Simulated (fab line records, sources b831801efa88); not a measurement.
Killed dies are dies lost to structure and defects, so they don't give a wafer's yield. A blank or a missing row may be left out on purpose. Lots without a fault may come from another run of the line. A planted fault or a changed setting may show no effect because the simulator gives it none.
Tool commonality check | flow gf180mcu | 12 lots, 36 wafers sampled

WHY IT WAS OPENED
At GF_HV_LDD_TW_MEAS_23 the reading HV_LDD_2_TW is flagged on 1 of 12 lots. Wafers without a fault read 1053, standard deviation 6.3.
Rule: a lot is flagged when every wafer of it that has a number lies more than 4 standard deviations from that mean, or none has a number. The other lots count as sound.

lot  | measured     | on            | HV_LDD_2_TW, wafer by wafer | flag
L606 | day 11 02:35 | film_metro-01 | 1049 1048 1058              |
L607 | day 11 12:21 | film_metro-01 | 1051 1050 1056              |
L608 | day 11 18:20 | film_metro-03 | 1058 1046 1052              |
L610 | day 12 09:19 | film_metro-01 | 1064 1057 1057              |
L611 | day 12 18:30 | film_metro-04 | 1049 1050 1052              |
L614 | day 13 19:36 | film_metro-01 | 1063 1058 1059              |
L616 | day 14 05:36 | film_metro-04 | 1042 1043 1043              |
L618 | day 14 20:40 | film_metro-04 | 30 30 30                    | FLAGGED
L623 | day 16 12:44 | film_metro-04 | 1054 1053 1050              |
L624 | day 16 19:19 | film_metro-04 | 1043 1057 1051              |
L626 | day 17 11:59 | film_metro-04 | 1055 1064 1055              |
L628 | day 17 21:50 | film_metro-03 | 1047 1046 1046              |
The numbers of the flagged lots are 30 on average: -1023 against the usual, or -99 or more standard deviations.

WHICH TOOL RAN EACH LOT
The record holds 1 process step before the reading, out of a route of 602 steps. In each cell: the tool, then ch and the chambers that the sampled wafers went through, then the start.
lot  | flag    | GF_HV_LDD_EXPOSE_16
L606 |         | iline_stepper-01 ch 0, day 10 17:13
L607 |         | iline_stepper-01 ch 0, day 11 03:01
L608 |         | iline_stepper-02 ch 0, day 11 08:37
L610 |         | iline_stepper-02 ch 0, day 11 23:13
L611 |         | iline_stepper-01 ch 0, day 12 08:29
L614 |         | iline_stepper-02 ch 0, day 13 09:32
L616 |         | iline_stepper-02 ch 0, day 13 18:59
L618 | FLAGGED | iline_stepper-01 ch 0, day 14 09:59
L623 |         | iline_stepper-01 ch 0, day 16 01:14
L624 |         | iline_stepper-01 ch 0, day 16 07:38
L626 |         | iline_stepper-01 ch 0, day 17 00:17
L628 |         | iline_stepper-02 ch 0, day 17 10:29
What these steps do:
- GF_HV_LDD_EXPOSE_16: exposes mask Pplus LV AREA, target cd 400 nm.
- GF_HV_LDD_TW_MEAS_23

FLAGGED OVER TOTAL, TOOL BY TOOL (the gauges that took the reading come last)
step                 | tool             | lots run | flagged | share of the flagged lots | sound lots run after its first flagged lot
GF_HV_LDD_EXPOSE_16  | iline_stepper-01 | 7        | 1       | all                       | 3 (L623,L624,L626)
GF_HV_LDD_EXPOSE_16  | iline_stepper-02 | 5        | 0       | none                      | -
GF_HV_LDD_TW_MEAS_23 | film_metro-01    | 4        | 0       | none                      | -
GF_HV_LDD_TW_MEAS_23 | film_metro-03    | 2        | 0       | none                      | -
GF_HV_LDD_TW_MEAS_23 | film_metro-04    | 6        | 1       | all                       | 3 (L623,L624,L626)

WHAT THE TABLE ALLOWS
2 rows of the table ran every flagged lot: iline_stepper-01 at GF_HV_LDD_EXPOSE_16, film_metro-04 at GF_HV_LDD_TW_MEAS_23.
- iline_stepper-01 at GF_HV_LDD_EXPOSE_16: 1 of its 7 lots flagged. Sound lots ran on it after the first flagged one (L623, L624, L626), which a lasting fault on the whole tool wouldn't allow.
- film_metro-04 at GF_HV_LDD_TW_MEAS_23: 1 of its 6 lots flagged. Sound lots ran on it after the first flagged one (L623, L624, L626), which a lasting fault on the whole tool wouldn't allow.
No row of the table ran every flagged lot and no sound lot after the first.

WHAT THE SIMULATOR HAD PUT IN
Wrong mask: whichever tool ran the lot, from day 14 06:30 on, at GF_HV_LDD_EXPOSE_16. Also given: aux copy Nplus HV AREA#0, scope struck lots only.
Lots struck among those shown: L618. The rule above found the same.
